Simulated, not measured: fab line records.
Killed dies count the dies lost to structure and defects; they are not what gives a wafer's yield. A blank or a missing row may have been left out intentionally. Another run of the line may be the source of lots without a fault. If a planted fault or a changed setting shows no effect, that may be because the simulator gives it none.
Struck lot and sound lot, side by side / flow sky130 / 16 out of 708 route steps
Sound: wafers L696.1, L696.2, L696.3. Struck: wafer L706.6 (L706.3, L706.5, from the same lot, were not struck and are left out); the cause is given at the end.
Per side, at each step with rows, come the tool, then ch with its chambers, and then its first start. Under that, the readings that differ: sound wafers / struck wafers / difference of the means / sigmas: that difference in standard deviations of wafers without a fault.
alike: words and numbers the same on both sides, and readings whose means are apart by under 2 such deviations; not compared: readings that were withheld, readings missing a value for some wafer, numbers with overlapping values and no deviation given by the record, and bounds like >300 which may hide the same value.
The two part at a step that has a row with sigmas, a row that says differs or no value, or rows on one side only. Numbers that have no deviation but don't overlap get no sigmas and don't part them. A reading that every wafer of one side lacks parts them only if that side has two wafers or more.

first, 2 steps without rows for these wafers: SKY_METAL3_PEB_11; SKY_METAL3_DEVELOP_12 (develop time 60 s).
SKY_METAL3_CD_MEAS_13: target cd 300 nm.
  sound on cdSem-02 at day 40 10:49; struck on cdSem-02 at day 43 06:16
  alike: cdNm
SKY_METAL3_OVL_MEAS_14:
  sound on overlay-01 at day 40 10:56; struck on overlay-01 at day 43 06:21
  alike: METAL3_OVL
SKY_METAL3_DESCUM_15: chemistry O2, time 8 s.
  sound on rieMetal-04 ch 0,1, day 40 10:58; struck on rieMetal-01 ch 1, day 43 06:24
reading=drypumpMotorCurrentA (A); sound=5.5 6.3 6.4; struck=5.1; difference=-1.0; sigmas=-2
  alike: heBacksideLeakSccm, oesProductAu
  not compared: rfHoursCounterH
SKY_METAL3_ETCH_16: etches BARC in N2/H2, stops on SiO2, time 88.2 s, target depth 60 nm.
  sound on rieMetal-04 ch 0,1, day 40 11:00; struck on rieMetal-01 ch 1, day 43 06:31
reading=drypumpMotorCurrentA (A); sound=5.5 6.4 6.4; struck=5.1; difference=-1.0; sigmas=-2
  alike: heBacksideLeakSccm, oesProductAu, throttleValvePct
  not compared: rfHoursCounterH
SKY_METAL3_ETCH_17: etches SiO2 in C4F8/O2/Ar, stops on TiN, time 3.9 s, target depth 15 nm.
  sound on rieDiel-01 ch 0,1,2, day 40 11:06; struck on rieDiel-01 ch 1, day 43 06:38
  alike: oesProductAu
SKY_METAL3_METAL_ETCH_18: etches the open film in Cl2/BCl3, stops on SiO2, target depth 845 nm, time 183.1 s.
  sound on rieMetal-02 ch 0,1, day 40 11:07; struck on rieMetal-04 ch 1, day 43 06:46
  alike: drypumpMotorCurrentA, heBacksideLeakSccm, oesProductAu, throttleValvePct
  not compared: rfHoursCounterH
then, 4 steps without rows for these wafers: SKY_METAL3_STRIP_19 (strips in O2/N2); SKY_METAL3_STRIP_20 (strips in post etch residue remover, time 1200 s); SKY_METAL3_CLEAN_21 (cleans in IPA, time 180 s); SKY_METAL3_CLEAN_22 (cleans in O3/DIW).
SKY_VIA3_HDPCVD_00: deposits SiO2, target thk 1635 nm, time 272.5 s.
  sound on hdpcvd-02 ch 0,1,2, day 40 11:53; struck on hdpcvd-02 ch 1, day 43 07:41
reading=runLengthS (s); sound=301.2 300.8 300.2; struck=147.3; difference=-153.4; sigmas=-99 or more
reading=model.SiO2_of_VIA3_HDPCVD_00.thkNm (nm); sound=1655 1630 1640; struck=727; difference=-915; sigmas=
SKY_VIA3_THK_MEAS_01:
  sound on filmMetro-01 at day 40 12:04; struck on filmMetro-03 at day 43 08:07
reading=VIA3_HDPCVD_THK (nm); sound=1653 1630 1639; struck=727; difference=-914; sigmas=-54
  not compared: hold
SKY_VIA3_CMP_02: polishes SiO2.
  sound on cmp-01 ch 0,2,3, day 40 12:07; struck on cmp-02 ch 2, day 43 12:05
reading=hold; sound=- - -; struck=awaitDispo/3.8h/release; difference=no value on the sound wafers; sigmas=
  alike: edgeZonePressureFrac, motorCurrentA
-- the record jumps here: 6 days lie between the struck wafers' starts before and after (it left off in module VIA3 and takes up again in module PAD_OPEN, whose first step shown is number 708 of the route) --
SKY_PAD_OPEN_PROBE_99:
  sound on prober-02 at day 47 09:20; struck on prober-02 at day 49 14:07
reading=model.etest.tester.sortNPass; sound=414 424 410; struck=219; difference=-197; sigmas=
reading=model.etest.tester.sortYieldPct (%); sound=84.15 86.18 83.33; struck=44.51; difference=-40.04; sigmas=
reading=model.etest.tester.sort_bin_3_pct (%); sound=0.813 0.813 0.813; struck=42.48; difference=+41.67; sigmas=
reading=model.etest.met4Comb.leakLog10AUm; sound=-11.96 -11.94 -11.97; struck=-7.15; difference=+4.81; sigmas=
reading=model.etest.tester.sort_bin_8_pct (%); sound=0 0 0; struck=3.247e-05; difference=+3.247e-05; sigmas=
  alike: defectLimitedYield, killed_at_M0_to_M3, killed_at_M4_up, killedAtContacts, killedAtFrontEnd, killedAtOther, killedDies, killedOpen, killedShort
  not compared: model.etest.tester.sort_bin_4_pct

WHERE THEY PART
Last at SKY_VIA3_CMP_02 as far as this record goes, first at SKY_METAL3_DESCUM_15. Later steps at which nothing parts them and some readings are alike: SKY_PAD_OPEN_PROBE_99.

WHY: what had been put in by the simulator
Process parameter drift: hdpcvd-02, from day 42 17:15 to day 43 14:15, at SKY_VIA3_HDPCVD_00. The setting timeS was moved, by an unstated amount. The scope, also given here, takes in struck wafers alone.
